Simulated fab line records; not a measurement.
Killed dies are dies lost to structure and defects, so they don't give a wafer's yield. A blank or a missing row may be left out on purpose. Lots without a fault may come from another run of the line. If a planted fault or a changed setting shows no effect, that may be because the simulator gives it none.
Problem report in the 8D (eight disciplines) form, filled by code / flow gf180mcu / the parts of the form that need people (team, actions taken, sign-off) are left out

== 1. THE PROBLEM ==
Wafers without a fault read 7.501e+12, standard deviation 8e+09; dose_ions_cm2 at GF_HV_LDD_IMPLANT_36 reads a mean of 5.973e+12 on 6 wafers belonging to 2 lots. That is -99 or more standard deviations from the usual mean.
Seen first at day 18 05:19 on implanter-04, wafer L733.2. The record holds 39 wafers of 13 lots with a number at this step. Rule for "out", or "out of limits": more than 4 standard deviations from the usual mean. Any other wafer with a number is counted as sound.

== 2. WHAT THIS IS AND IS NOT ==
question=which readings at this step | is=dose_ions_cm2, faraday_current_uA | is not=-
question=which lots | is=L733, L735 | is not=L714, L715, L716, L717, L718, L719, L720, L721, L725, L728, L736
question=which wafers of those lots | is=all that have a number | is not=-
question=read on which tools | is=implanter-04 | is not=implanter-01, implanter-03
question=when | is=from day 18 05:19 | is not=up to then (30 sound wafers); but 3 sound wafers of L736 came after

== 3. SUSPECTS, AND WHAT RULES EACH OUT ==
Counting: a tool at any process step up to the reading remains a suspect when it ran all the lots that are out and ran no sound lot after the first of those.
- implanter-04 at GF_HV_LDD_IMPLANT_36: kept. It ran every lot that is out, first L733 (day 18 05:19), and no sound lot after that; its last sound lot up to then is L725 (day 15 13:02). Its own readings are out on those wafers: dose_ions_cm2, faraday_current_uA.
The count leaves implanter-04 at GF_HV_LDD_IMPLANT_36.

== 4. THE CAUSE (what the simulator had put in) ==
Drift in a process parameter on implanter-04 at GF_HV_LDD_IMPLANT_36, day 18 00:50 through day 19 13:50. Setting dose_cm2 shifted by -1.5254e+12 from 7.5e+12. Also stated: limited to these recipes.
Only this tool survived the counting.

== 5. SEQUENCE OF EFFECTS, ordered by route ==
Each row: a reading where the mean over the struck wafers with a number is more than 3 standard deviations away from the usual. Only readings for which the record gives a usual standard deviation are gone through. hours: the time from each lot's start at the first step in this table that gives one to its start at this step, as a median over the lots. sigmas: the change in usual standard deviations.
hours=0; step=GF_HV_LDD_IMPLANT_36; reading=dose_ions_cm2; usual=7.501e+12; on struck wafers=5.973e+12; change=-1.528e+12; sigmas=-99 or more
hours=0; step=GF_HV_LDD_IMPLANT_36; reading=faraday_current_uA; usual=42.2; on struck wafers=33.8; change=-8.4; sigmas=-11
Here are the process steps it includes:
- GF_HV_LDD_IMPLANT_36

== 6. HOW IT WOULD HAVE BEEN CAUGHT EARLIER ==
The fault began at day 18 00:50; the first out-of-limits reading in this record came at day 18 05:19, 4 hours later.
